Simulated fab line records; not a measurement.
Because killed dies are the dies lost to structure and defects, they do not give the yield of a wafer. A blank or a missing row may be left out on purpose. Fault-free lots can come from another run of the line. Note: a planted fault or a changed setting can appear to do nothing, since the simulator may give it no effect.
A struck lot beside a sound one	flow sky130	17 out of 708 route steps
Sound: wafers L269.4, L269.5, L269.6. Wafers L278.4, L278.5, L278.6 were the ones struck. The cause is named last.
For every step that has rows: the tool of each side, followed by ch and its chambers, followed by its first start. Under that, the readings that differ: sound wafers	struck wafers	difference of the means	sigmas: that difference in standard deviations of wafers without a fault.
alike: same words and numbers on both sides, and readings whose means sit less than 2 such deviations apart. not compared: any withheld reading, any reading some wafer has no value for, any bound like >300 that may hide the same value, and any number with overlapping values for which the record gives no deviation.
Wherever a step has rows on one side only, a row that says differs or no value, or a row with sigmas, the two part there. Non-overlapping numbers with no deviation appear without sigmas and do not part them. A reading that every wafer of one side lacks parts them only if that side has two wafers or more.

first, 1 step without rows for these wafers: SKY_VT_ADJUST_NCORE_IMPLANT_09.
SKY_VT_ADJUST_NCORE_STRIP_10: strips in O2/N2.
  sound on plasmaAsher-01 ch 0,1, day 9 17:53; struck on plasmaAsher-04 ch 0,1, day 12 10:41
  alike: drypumpMotorCurrentA, oesProductAu, stripTimeToEndpointS
  not compared: rfHoursCounterH
SKY_VT_ADJUST_NCORE_TW_MEAS_11:
  sound on filmMetro-01 at day 9 17:59; struck on filmMetro-04 at day 12 10:47
  alike: VT_ADJUST_NCORE_TW
then, 7 steps without rows for these wafers: SKY_VT_ADJUST_HVTR_DEHYDRATE_00 (time 60 s); SKY_VT_ADJUST_HVTR_HMDS_01 (prime time 60 s); SKY_VT_ADJUST_HVTR_COAT_02 (resist thk 1140 nm); SKY_VT_ADJUST_HVTR_SOFTBAKE_03 (time 60 s); SKY_VT_ADJUST_HVTR_EXPOSE_04 (exposes mask HVTRM, target cd 380 nm); SKY_VT_ADJUST_HVTR_PEB_05; SKY_VT_ADJUST_HVTR_DEVELOP_06 (develop time 60 s).
SKY_VT_ADJUST_HVTR_CD_MEAS_07 targets a cd of 380 nm.
  sound on cdSem-01 at day 10 15:07; struck on cdSem-02 at day 13 10:44
  alike: cdNm
SKY_VT_ADJUST_HVTR_OVL_MEAS_08:
  sound on overlay-01 at day 10 15:11; struck on overlay-02 at day 13 10:49
  alike: VT_ADJUST_HVTR_OVL
SKY_VT_ADJUST_HVTR_IMPLANT_09:
  sound on implanter-03 ch 0, day 10 15:18; struck on implanter-02 ch 0, day 13 10:55
reading	sound	struck	difference	sigmas
implantIonAmu	11 11 11	49 49 49	+38	
model.implant.rpNm (nm)	33.59 33.59 33.59	10.32 10.32 10.32	-23.27	
model.implant.drpNm (nm)	17.11 17.11 17.11	6.005 6.005 6.005	-11.105	
SKY_VT_ADJUST_HVTR_STRIP_10: strips in O2/N2.
  sound on plasmaAsher-03 ch 0,1, day 10 15:25; struck on plasmaAsher-01 ch 0,1, day 13 11:01
reading	sound	struck	difference	sigmas
drypumpMotorCurrentA (A)	5.3 5.3 5.2	6.1 5.9 6.1	+0.8	+2
  alike: oesProductAu, stripTimeToEndpointS
  not compared: rfHoursCounterH
SKY_VT_ADJUST_HVTR_TW_MEAS_11:
  sound on filmMetro-03 at day 10 15:31; struck on filmMetro-03 at day 13 11:07
reading	sound	struck	difference	sigmas
VT_ADJUST_HVTR_TW	215.8 216.1 215.7	313.0 311.7 313.1	+96.7	+51
then, 1 step without rows for these wafers: SKY_VT_ADJUST_PCH_DEHYDRATE_00 (time 60 s).
-- the record jumps here: 36 days lie between the struck wafers' starts before and after (it left off in module VT_ADJUST_PCH and takes up again in module PAD_OPEN, whose first step shown is number 708 of the route) --
SKY_PAD_OPEN_PROBE_99:
  sound on prober-02 at day 46 19:47; struck on prober-02 at day 49 02:44
reading	sound	struck	difference	sigmas
model.etest.pfet_01v8_mvt.driveUaUm	146.6 144.6 144.3	134.7 135.4 136.3	-9.7	
model.etest.pfet_01v8_mvt.offLog10AUm	-11.6 -11.41 -11.37	-11.96 -12.08 -12.11	-0.59	
model.etest.pfet_01v8_mvt.vtSatV (V)	-0.619 -0.6189 -0.622	-0.6834 -0.6855 -0.6848	-0.0646	
model.etest.pfet_01v8_mvt.vtV (V)	-0.7001 -0.702 -0.701	-0.7486 -0.7501 -0.7494	-0.0483	
model.etest.pfet_01v8_mvt.vtLongV (V)	-0.9043 -0.9083 -0.9045	-0.9432 -0.9482 -0.9457	-0.0400	
  alike: killed_at_M0_to_M3, killed_at_M4_up, killedAtContacts, killedAtFrontEnd, killedAtOther, killedDies, killedOpen, killedShort

== WHERE THEY PART ==
At SKY_VT_ADJUST_HVTR_STRIP_10 first; at SKY_VT_ADJUST_HVTR_TW_MEAS_11 last (within this record only). Later steps at which nothing parts them and some readings are alike: SKY_PAD_OPEN_PROBE_99.

WHY: whatever the simulator had introduced
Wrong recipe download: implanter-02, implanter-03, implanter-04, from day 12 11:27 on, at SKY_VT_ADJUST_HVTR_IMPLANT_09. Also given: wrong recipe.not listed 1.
